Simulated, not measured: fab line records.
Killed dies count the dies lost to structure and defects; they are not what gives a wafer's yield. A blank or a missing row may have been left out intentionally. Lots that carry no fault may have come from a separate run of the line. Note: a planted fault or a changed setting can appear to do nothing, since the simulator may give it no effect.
Struck lot and sound lot, side by side ; flow sky130 ; 14 out of 708 route steps
Sound: the wafers L732.1, L732.4, L732.5. The struck wafers were L738.1, L738.2, L738.5. At the end, the cause is stated.
At each step with rows: each side's tool, then ch and its chambers, then its first start. Under that, the readings that differ: sound wafers ; struck wafers ; difference of the means ; sigmas: that difference in standard deviations of wafers without a fault.
alike: words and numbers the same on both sides, and readings whose means are apart by under 2 such deviations; not compared: readings that were withheld, readings missing a value for some wafer, numbers with overlapping values and no deviation given by the record, and bounds like >300 which may hide the same value.
Wherever a step has rows on one side only, a row that says differs or no value, or a row with sigmas, the two part there. Numbers that have no deviation but don't overlap get no sigmas and don't part them. A reading that every wafer of one side lacks parts them only if that side has two wafers or more.

SKY_METAL3_SPUTTER_04: material TiN, target thk 70 nm, time 58.3 s.
  sound on pvd_sputter-04 at day 36 20:16; struck on pvd_sputter-02 at day 39 07:01
reading;sound;struck;difference;sigmas
throttle_valve_pct (%);32.4 31.7 32.9;29.1 30.6 30.4;-2.3;-2
SKY_CAPM_CVD_00: deposits SiO2, target thk 15.5 nm.
  sound on pecvd-02 ch 0,2, day 36 20:19; struck on pecvd-04 ch 1,2, day 39 07:04
  alike: heater_power_w
SKY_CAPM_THK_MEAS_01:
  sound on film_metro-04 at day 36 20:20; struck on film_metro-02 at day 39 07:05
  alike: CAPM_CVD_00_THK
SKY_CAPM_SPUTTER_02: material TiN, target thk 200 nm, time 166.7 s.
  sound on pvd_sputter-03 at day 36 20:24; struck on pvd_sputter-03 at day 39 07:09
  alike: throttle_valve_pct
SKY_CAPM_RS_MEAS_03: uses a four-point probe to measure.
  sound on film_metro-02 at day 36 20:31; struck on film_metro-04 at day 39 07:16
  alike: CAPM_TIN_RS
SKY_CAPM_THK_MEAS_04: measures by xrf.
  sound on film_metro-02 at day 36 20:38; struck on film_metro-04 at day 39 07:23
  alike: CAPM_TIN_THK
then, 6 steps without rows for these wafers: SKY_CAPM_DEHYDRATE_05 (time 60 s); SKY_CAPM_HMDS_06 (prime time 60 s); SKY_CAPM_COAT_07 (resist thk 1140 nm); SKY_CAPM_SOFTBAKE_08 (time 60 s); SKY_CAPM_EXPOSE_09 (exposes mask CAPM, target cd 1000 nm); SKY_CAPM_PEB_10.
SKY_CAPM_DEVELOP_11: develop time 60 s.
  struck on litho_track-01, day 40 07:34; sound on litho_track-03 ch 0, day 37 21:53
  no value came back on the struck wafers for chill_plate_temp_C (C), develop_time_s (s), developer_temp_C (C); on the sound wafers chill_plate_temp_C (C) reads 23.14 23.08 23.20
SKY_CAPM_OVL_MEAS_12:
  sound on overlay-01 at day 37 22:02; struck on overlay-01 at day 40 07:43
reading;sound;struck;difference;sigmas
CAPM_OVL (nm);0.3 -1.1 0.6;- - -;no value on the struck wafers;

WHERE THEY PART
First at SKY_METAL3_SPUTTER_04; last, within this record, at SKY_CAPM_OVL_MEAS_12.

WHY: what the simulator had put in
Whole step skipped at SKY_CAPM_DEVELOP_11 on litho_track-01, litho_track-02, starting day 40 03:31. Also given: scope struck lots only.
